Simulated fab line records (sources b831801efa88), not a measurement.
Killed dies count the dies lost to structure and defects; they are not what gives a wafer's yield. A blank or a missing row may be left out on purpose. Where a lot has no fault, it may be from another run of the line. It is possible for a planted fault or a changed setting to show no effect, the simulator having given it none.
The tool behind it: which one? | flow gf180mcu | 15 lots with 45 wafers sampled at 3 steps, on a route of 602 steps

WHAT EACH GAUGE READ, for each wafer
GF_CONTACT_THK_MEAS_03. Usual: CONTACT_CVD_02_THK typically reads 858 nm, with standard deviation 12.
lot  | measured     | on           | CONTACT_CVD_02_THK (nm) | flag
L750 | day 15 08:13 | filmMetro-04 | 854 862 880             | 
L752 | day 15 22:09 | filmMetro-03 | 880 868 860             | 
L753 | day 16 15:40 | filmMetro-01 | 855 844 863             | 
L757 | day 18 04:34 | filmMetro-04 | 843 842 840             | 
L758 | day 18 09:49 | filmMetro-04 | 857 843 864             | 
L759 | day 19 02:32 | filmMetro-03 | 834 876 862             | 
L760 | day 19 05:10 | filmMetro-04 | 877 866 867             | 
L765 | day 20 20:09 | filmMetro-01 | 857 860 868             | 
L766 | day 21 06:10 | filmMetro-01 | 867 864 857             | 
L767 | day 21 11:16 | filmMetro-03 | 856 877 863             | 
L768 | day 21 20:03 | filmMetro-04 | 846 876 859             | 
L769 | day 22 08:19 | filmMetro-04 | 868 850 871             | 
L770 | day 22 11:55 | filmMetro-04 | 860 874 862             | 
L771 | day 22 18:11 | filmMetro-01 | 866 874 874             | 
L773 | day 23 10:19 | filmMetro-04 | 860 853 873             | 

WHAT TOOL EACH LOT RAN ON (gives the tool, then ch and the chambers of the sampled wafers, and finally the start)
lot  | GF_HV_LDD_RTA_52                | GF_PSD_EXPOSE_04
L750 | rtpAnneal-02 ch 0, day 12 13:03 | ilineStepper-01 ch 0, day 13 22:43
L752 | rtpAnneal-02 ch 0, day 13 02:19 | ilineStepper-01 ch 0, day 14 12:05
L753 | rtpAnneal-01 ch 0, day 13 17:11 | ilineStepper-01 ch 0, day 15 05:03
L757 | rtpAnneal-02 ch 0, day 15 04:21 | ilineStepper-02 ch 0, day 16 16:40
L758 | rtpAnneal-02 ch 0, day 15 07:56 | ilineStepper-01, day 16 20:32
L759 | rtpAnneal-02 ch 0, day 15 22:53 | ilineStepper-01, day 17 12:04
L760 | rtpAnneal-02 ch 0, day 16 01:25 | ilineStepper-01, day 17 14:59
L765 | rtpAnneal-02 ch 0, day 17 13:58 | ilineStepper-02 ch 0, day 19 05:54
L766 | rtpAnneal-02 ch 0, day 18 00:23 | ilineStepper-02 ch 0, day 19 15:43
L767 | rtpAnneal-02 ch 0, day 18 05:13 | ilineStepper-01 ch 0, day 19 20:27
L768 | rtpAnneal-01 ch 0, day 18 13:57 | ilineStepper-02 ch 0, day 20 06:35
L769 | rtpAnneal-02 ch 0, day 19 02:47 | ilineStepper-01 ch 0, day 20 18:55
L770 | rtpAnneal-02 ch 0, day 19 07:12 | ilineStepper-01 ch 0, day 20 22:25
L771 | rtpAnneal-01 ch 0, day 19 12:20 | ilineStepper-01 ch 0, day 21 03:58
L773 | rtpAnneal-01 ch 0, day 20 07:06 | ilineStepper-01 ch 0, day 21 22:06
- GF_HV_LDD_RTA_52: time 10 s.
- GF_PSD_EXPOSE_04: exposes mask Pplus, target cd 400 nm.

AS READ BY THE TOOLS THEMSELVES (means over the sampled wafers that have a number; for cases with no such wafer, the mark the record gives instead)
GF_HV_LDD_RTA_52. Usual: lampPowerPct 31.7 %, standard deviation 2.9; wafer_temp_C_max 1003.8, standard deviation 0.86.
lot  | tool         | lampPowerPct (%) | wafer_temp_C_max | flag
L750 | rtpAnneal-02 | 29.0             | 1003.0           | 
L752 | rtpAnneal-02 | 29.0             | 1002.7           | 
L753 | rtpAnneal-01 | 34.9             | 1004.5           | 
L757 | rtpAnneal-02 | 29.1             | 1004.0           | 
L758 | rtpAnneal-02 | 29.0             | 1003.9           | 
L759 | rtpAnneal-02 | 29.0             | 1003.0           | 
L760 | rtpAnneal-02 | 29.0             | 1003.2           | 
L765 | rtpAnneal-02 | 29.0             | 1003.5           | 
L766 | rtpAnneal-02 | 29.0             | 1003.1           | 
L767 | rtpAnneal-02 | 29.0             | 1004.0           | 
L768 | rtpAnneal-01 | 34.8             | 1004.4           | 
L769 | rtpAnneal-02 | 29.0             | 1003.0           | 
L770 | rtpAnneal-02 | 29.0             | 1003.5           | 
L771 | rtpAnneal-01 | 34.9             | 1005.0           | 
L773 | rtpAnneal-01 | 34.8             | 1004.2           | 

GF_PSD_EXPOSE_04. Usual: exposureDoseMJCm2 140.03, standard deviation 0.12; focusOffsetNm 0.1 nm, standard deviation 0.54; reticleTempC 22.99 C, standard deviation 0.1.
lot  | tool            | exposureDoseMJCm2 | focusOffsetNm (nm) | reticleTempC (C) | flag
L750 | ilineStepper-01 | 139.82            | 0.3                | 22.97            | 
L752 | ilineStepper-01 | 139.96            | 0.1                | 23.09            | 
L753 | ilineStepper-01 | 140.12            | -0.2               | 22.89            | 
L757 | ilineStepper-02 | 139.94            | 0.3                | 23.08            | 
L758 | ilineStepper-01 | -                 | -                  | -                | OFF
L759 | ilineStepper-01 | -                 | -                  | -                | OFF
L760 | ilineStepper-01 | -                 | -                  | -                | OFF
L765 | ilineStepper-02 | 140.04            | 0.2                | 23.05            | 
L766 | ilineStepper-02 | 140.12            | 0.1                | 22.99            | 
L767 | ilineStepper-01 | 139.96            | 0.1                | 23.05            | 
L768 | ilineStepper-02 | 139.94            | 0.1                | 23.13            | 
L769 | ilineStepper-01 | 140.07            | 0.6                | 23.00            | 
L770 | ilineStepper-01 | 139.99            | -0.5               | 23.11            | 
L771 | ilineStepper-01 | 140.13            | 0.7                | 23.08            | 
L773 | ilineStepper-01 | 140.01            | 0.6                | 22.93            | 

THE ANSWER, worked out from the rows above alone
Rule: a lot counts as off when the mean over its wafers that have a number is more than 3 standard deviations away from the usual mean. Also off: a lot with no number at a reading for which 4 or more lots have one. Where the step has rows for the other lots, those lots are counted as sound. First the gauges in route order, then the tools' own readings, where a lot's mean is used as printed above. At the first step where some lot is off, the reading lying furthest off is the one used; lots without a number count as furthest.
Off: L758, L759, L760, at GF_PSD_EXPOSE_04 (exposureDoseMJCm2). Without a number there: L758, L759, L760.
A tool fits if, at that step or a process step before it, it ran every lot that is off, and no sound lot after the first of them. Of those tried, none fits.

WHAT WAS PUT IN BY THE SIMULATOR
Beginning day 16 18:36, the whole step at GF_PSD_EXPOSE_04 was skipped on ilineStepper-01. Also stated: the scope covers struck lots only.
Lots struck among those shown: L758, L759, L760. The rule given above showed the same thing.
